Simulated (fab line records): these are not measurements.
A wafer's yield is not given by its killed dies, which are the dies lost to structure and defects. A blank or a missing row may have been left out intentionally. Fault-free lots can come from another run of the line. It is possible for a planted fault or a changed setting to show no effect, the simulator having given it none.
One fault seen from 2 desks | flow gf180mcu | each desk has only its own numbers; what lay behind them comes last

== AT THE METROLOGY DESK ==
What the gauges read, lot by lot, whatever tool the lot ran on: means of the sampled wafers that have a number. The brackets show how far a lot's mean lies from the usual mean; more than 4 standard deviations puts the lot out of limits, marked OUT.
Columns: A = V2_OVL at GF_V2_OVL_MEAS_15, usual 0 nm; B = V2_W_RS at GF_V2_RS_MEAS_24, usual 0.329 ohm/sq; C = V2_W_THK at GF_V2_THK_MEAS_25, usual 344 nm
lot  | first seen here | A  | B     | C
L491 | day 20 09:48    | 3  | 0.327 | 344
L497 | day 23 06:34    | -0 | 0.325 | 343
L506 | day 25 15:16    | -6 | 0.328 | 342
L505 | day 25 17:42    | 8  | 0.332 | 343
L507 | day 26 03:26    | -2 | 0.329 | 346
L511 | day 27 09:49    | -1 | 0.334 | 340
L513 | day 27 19:37    | -1 | 0.327 | 347
Result from this desk: across the 7 lots, nothing is out of limits.

== THE TOOL OWNER'S DESK: pvd-sputter-01 ==
The tool's own readings at GF_M3_SPUTTER_00 (material Ti, target thk 37.5 nm, time 150 s): means of the sampled wafers that have a number, for each lot that ran on this tool. The brackets show how far a lot's mean lies from the usual mean; more than 4 standard deviations puts the lot out of limits, marked OUT.
Columns: A = substrate-temp-c at GF_M3_SPUTTER_00, usual 200.00 C; B = throttle-valve-pct at GF_M3_SPUTTER_00, usual 29.7 %
lot  | first seen here | A      | B
L491 | day 20 11:12    | 199.89 | 28.9
L506 | day 25 16:41    | 199.96 | 28.9
L505 | day 25 19:07    | 199.97 | 29.1
L507 | day 26 04:50    | 199.96 | 29.9
Result from this desk: across the 4 lots, nothing is out of limits.

== ALL TOGETHER ==
Metrology desk: nothing out of limits seen.
The tool owner's desk saw nothing out of limits.

== WHAT HAD BEEN PUT IN BY THE SIMULATOR ==
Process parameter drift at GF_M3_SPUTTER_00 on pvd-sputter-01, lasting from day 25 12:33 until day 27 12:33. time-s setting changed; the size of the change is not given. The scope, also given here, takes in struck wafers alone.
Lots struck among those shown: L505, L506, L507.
